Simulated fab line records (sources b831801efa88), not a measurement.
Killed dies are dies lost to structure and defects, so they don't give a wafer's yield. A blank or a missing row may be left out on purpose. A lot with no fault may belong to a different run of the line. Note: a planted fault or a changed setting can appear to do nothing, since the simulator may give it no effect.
Which tool is to blame? :: flow gf180mcu :: 13 lots, 39 wafers sampled, at 4 steps of a route of 602

== WHAT EACH GAUGE READ, for each wafer ==
GF_TOP_METAL_OVL_MEAS_15. Usual: TOP_METAL_OVL -0.5 nm, standard deviation 1.4.
lot: L175
measured: day 28 14:25
on: overlay-01
TOP_METAL_OVL (nm): 0.4 -1.5 0.8
flag: 

lot: L176
measured: day 28 19:55
on: overlay-01
TOP_METAL_OVL (nm): -1.7 -1.7 1.2
flag: 

lot: L178
measured: day 29 08:34
on: overlay-01
TOP_METAL_OVL (nm): -4.1 -1.5 -0.7
flag: 

lot: L179
measured: day 29 20:07
on: overlay-01
TOP_METAL_OVL (nm): 2.4 0.9 -1.2
flag: 

lot: L180
measured: day 30 00:14
on: overlay-02
TOP_METAL_OVL (nm): -1.8 -0.5 0.1
flag: 

lot: L181
measured: day 30 13:55
on: overlay-02
TOP_METAL_OVL (nm): -4.2 -2.2 -2.5
flag: 

lot: L183
measured: day 30 16:22
on: overlay-02
TOP_METAL_OVL (nm): 0.9 0.3 2.4
flag: 

lot: L184
measured: day 31 06:13
on: overlay-01
TOP_METAL_OVL (nm): 0.0 0.9 1.3
flag: 

lot: L185
measured: day 31 14:16
on: overlay-02
TOP_METAL_OVL (nm): -0.5 1.4 1.4
flag: 

lot: L193
measured: day 33 14:31
on: overlay-02
TOP_METAL_OVL (nm): -0.4 -0.4 -1.8
flag: 

lot: L194
measured: day 33 20:22
on: overlay-02
TOP_METAL_OVL (nm): -1.3 -0.7 -0.6
flag: 

lot: L195
measured: day 34 01:31
on: overlay-01
TOP_METAL_OVL (nm): -0.7 -1.8 -1.9
flag: 

lot: L197
measured: day 34 10:46
on: overlay-01
TOP_METAL_OVL (nm): -0.1 1.2 -0.3
flag: 

== WHAT TOOL EACH LOT RAN ON (gives the tool, then ch and the chambers of the sampled wafers, and finally the start) ==
lot: L175
GF_V2_SPUTTER_22: pvd sputter-04, day 20 20:34
GF_V5_CVD_02: pecvd-02 ch 0,2, day 26 19:43
GF_V5_SPUTTER_22: pvd sputter-03, day 27 17:19

lot: L176
GF_V2_SPUTTER_22: pvd sputter-04, day 21 03:44
GF_V5_CVD_02: pecvd-03 ch 1,2, day 27 01:58
GF_V5_SPUTTER_22: pvd sputter-04, day 27 23:08

lot: L178
GF_V2_SPUTTER_22: pvd sputter-03, day 21 20:35
GF_V5_CVD_02: pecvd-03 ch 1,2, day 27 15:07
GF_V5_SPUTTER_22: pvd sputter-03, day 28 12:29

lot: L179
GF_V2_SPUTTER_22: pvd sputter-04, day 22 08:29
GF_V5_CVD_02: pecvd-01 ch 0,1,2, day 28 02:36
GF_V5_SPUTTER_22: pvd sputter-04, day 29 00:12

lot: L180
GF_V2_SPUTTER_22: pvd sputter-03, day 22 15:56
GF_V5_CVD_02: pecvd-03 ch 0,1, day 28 08:16
GF_V5_SPUTTER_22: pvd sputter-04, day 29 04:45

lot: L181
GF_V2_SPUTTER_22: pvd sputter-01, day 23 06:47
GF_V5_CVD_02: pecvd-02 ch 0,1,2, day 28 21:29
GF_V5_SPUTTER_22: pvd sputter-03, day 29 18:43

lot: L183
GF_V2_SPUTTER_22: pvd sputter-04, day 23 11:14
GF_V5_CVD_02: pecvd-01 ch 0,1,2, day 29 01:05
GF_V5_SPUTTER_22: pvd sputter-03, day 29 21:29

lot: L184
GF_V2_SPUTTER_22: pvd sputter-01, day 24 03:35
GF_V5_CVD_02: pecvd-02 ch 0,1,2, day 29 15:57
GF_V5_SPUTTER_22: pvd sputter-04, day 30 11:55

lot: L185
GF_V2_SPUTTER_22: pvd sputter-04, day 24 13:22
GF_V5_CVD_02: pecvd-01 ch 0,1, day 29 23:53
GF_V5_SPUTTER_22: pvd sputter-03, day 30 19:56

lot: L193
GF_V2_SPUTTER_22: pvd sputter-04, day 27 03:12
GF_V5_CVD_02: pecvd-02 ch 0,1, day 32 04:13
GF_V5_SPUTTER_22: pvd sputter-02, day 32 22:16

lot: L194
GF_V2_SPUTTER_22: pvd sputter-04, day 27 10:05
GF_V5_CVD_02: pecvd-03 ch 0,1,2, day 32 10:37
GF_V5_SPUTTER_22: pvd sputter-03, day 33 04:22

lot: L195
GF_V2_SPUTTER_22: pvd sputter-04, day 27 18:16
GF_V5_CVD_02: pecvd-02 ch 0,1,2, day 32 16:05
GF_V5_SPUTTER_22: pvd sputter-04, day 33 09:52

lot: L197
GF_V2_SPUTTER_22: pvd sputter-03, day 28 05:59
GF_V5_CVD_02: pecvd-03 ch 0,1,2, day 33 01:02
GF_V5_SPUTTER_22: pvd sputter-04, day 33 17:51
- GF_V2_SPUTTER_22: material TiN, target thk 10 nm, time 40 s.
- GF_V5_CVD_02: deposits SiO2 from TEOS, target thk 1450 nm, time 163.28 s.
- GF_V5_SPUTTER_22: material TiN, target thk 10 nm, time 40 s.

== AS READ BY THE TOOLS THEMSELVES (means over the sampled wafers that have a number; for cases with no such wafer, the mark the record gives instead) ==
GF_V2_SPUTTER_22. Usual: chamber pressure pa 5.000 Pa, standard deviation 0.0095; throttle valve pct 30.0 %, standard deviation 0.76.
lot: L175
tool: pvd sputter-04
chamber pressure pa (Pa): 5.008
throttle valve pct (%): 29.7
flag: 

lot: L176
tool: pvd sputter-04
chamber pressure pa (Pa): 5.007
throttle valve pct (%): 30.8
flag: 

lot: L178
tool: pvd sputter-03
chamber pressure pa (Pa): 4.999
throttle valve pct (%): 29.6
flag: 

lot: L179
tool: pvd sputter-04
chamber pressure pa (Pa): 4.995
throttle valve pct (%): 30.3
flag: 

lot: L180
tool: pvd sputter-03
chamber pressure pa (Pa): 4.993
throttle valve pct (%): 29.1
flag: 

lot: L181
tool: pvd sputter-01
chamber pressure pa (Pa): 4.997
throttle valve pct (%): 30.4
flag: 

lot: L183
tool: pvd sputter-04
chamber pressure pa (Pa): 5.006
throttle valve pct (%): 30.3
flag: 

lot: L184
tool: pvd sputter-01
chamber pressure pa (Pa): 4.990
throttle valve pct (%): 30.7
flag: 

lot: L185
tool: pvd sputter-04
chamber pressure pa (Pa): 4.998
throttle valve pct (%): 30.2
flag: 

lot: L193
tool: pvd sputter-04
chamber pressure pa (Pa): 5.007
throttle valve pct (%): 30.2
flag: 

lot: L194
tool: pvd sputter-04
chamber pressure pa (Pa): 5.003
throttle valve pct (%): 30.4
flag: 

lot: L195
tool: pvd sputter-04
chamber pressure pa (Pa): 5.002
throttle valve pct (%): 30.3
flag: 

lot: L197
tool: pvd sputter-03
chamber pressure pa (Pa): 5.002
throttle valve pct (%): 29.3
flag: 

GF_V5_CVD_02. Usual: 661 W for heater power w, sd 100.
lot: L175
tool: pecvd-02
heater power w (W): 619
flag: 

lot: L176
tool: pecvd-03
heater power w (W): 672
flag: 

lot: L178
tool: pecvd-03
heater power w (W): 611
flag: 

lot: L179
tool: pecvd-01
heater power w (W): 631
flag: 

lot: L180
tool: pecvd-03
heater power w (W): 676
flag: 

lot: L181
tool: pecvd-02
heater power w (W): 748
flag: 

lot: L183
tool: pecvd-01
heater power w (W): 594
flag: 

lot: L184
tool: pecvd-02
heater power w (W): 728
flag: 

lot: L185
tool: pecvd-01
heater power w (W): 696
flag: 

lot: L193
tool: pecvd-02
heater power w (W): 754
flag: 

lot: L194
tool: pecvd-03
heater power w (W): 655
flag: 

lot: L195
tool: pecvd-02
heater power w (W): 671
flag: 

lot: L197
tool: pecvd-03
heater power w (W): 631
flag: 

GF_V5_SPUTTER_22. Usual: chamber pressure pa 5.001 Pa, standard deviation 0.0095; throttle valve pct 30.0 %, standard deviation 0.88.
lot: L175
tool: pvd sputter-03
chamber pressure pa (Pa): 5.006
throttle valve pct (%): 29.0
flag: 

lot: L176
tool: pvd sputter-04
chamber pressure pa (Pa): 5.007
throttle valve pct (%): 30.3
flag: 

lot: L178
tool: pvd sputter-03
chamber pressure pa (Pa): 5.000
throttle valve pct (%): 29.7
flag: 

lot: L179
tool: pvd sputter-04
chamber pressure pa (Pa): 5.000
throttle valve pct (%): 30.3
flag: 

lot: L180
tool: pvd sputter-04
chamber pressure pa (Pa): 5.000
throttle valve pct (%): 30.0
flag: 

lot: L181
tool: pvd sputter-03
chamber pressure pa (Pa): 5.001
throttle valve pct (%): 29.8
flag: 

lot: L183
tool: pvd sputter-03
chamber pressure pa (Pa): 5.001
throttle valve pct (%): 29.3
flag: 

lot: L184
tool: pvd sputter-04
chamber pressure pa (Pa): 4.994
throttle valve pct (%): 30.2
flag: 

lot: L185
tool: pvd sputter-03
chamber pressure pa (Pa): 4.998
throttle valve pct (%): 29.2
flag: 

lot: L193
tool: pvd sputter-02
chamber pressure pa (Pa): 4.993
throttle valve pct (%): 29.9
flag: 

lot: L194
tool: pvd sputter-03
chamber pressure pa (Pa): 5.003
throttle valve pct (%): 29.5
flag: 

lot: L195
tool: pvd sputter-04
chamber pressure pa (Pa): 4.999
throttle valve pct (%): 30.1
flag: 

lot: L197
tool: pvd sputter-04
chamber pressure pa (Pa): 4.996
throttle valve pct (%): 30.5
flag: 

== THE ANSWER, worked out from the rows above alone ==
Rule: a lot is off if the mean of its wafers that have a number lies more than 3 standard deviations from the usual mean. Also off: a lot with no number at a reading for which 4 or more lots have one. Where the step has rows for the other lots, those lots are counted as sound. First the gauges in route order, then the tools' own readings, where a lot's mean is used as printed above. The first step at which some lot is off is used, and at that step the reading that is off furthest; a lot without a number counts as furthest.
Nothing can be told from this: no lot is off at any reading shown.

== WHAT HAD BEEN PUT IN BY THE SIMULATOR ==
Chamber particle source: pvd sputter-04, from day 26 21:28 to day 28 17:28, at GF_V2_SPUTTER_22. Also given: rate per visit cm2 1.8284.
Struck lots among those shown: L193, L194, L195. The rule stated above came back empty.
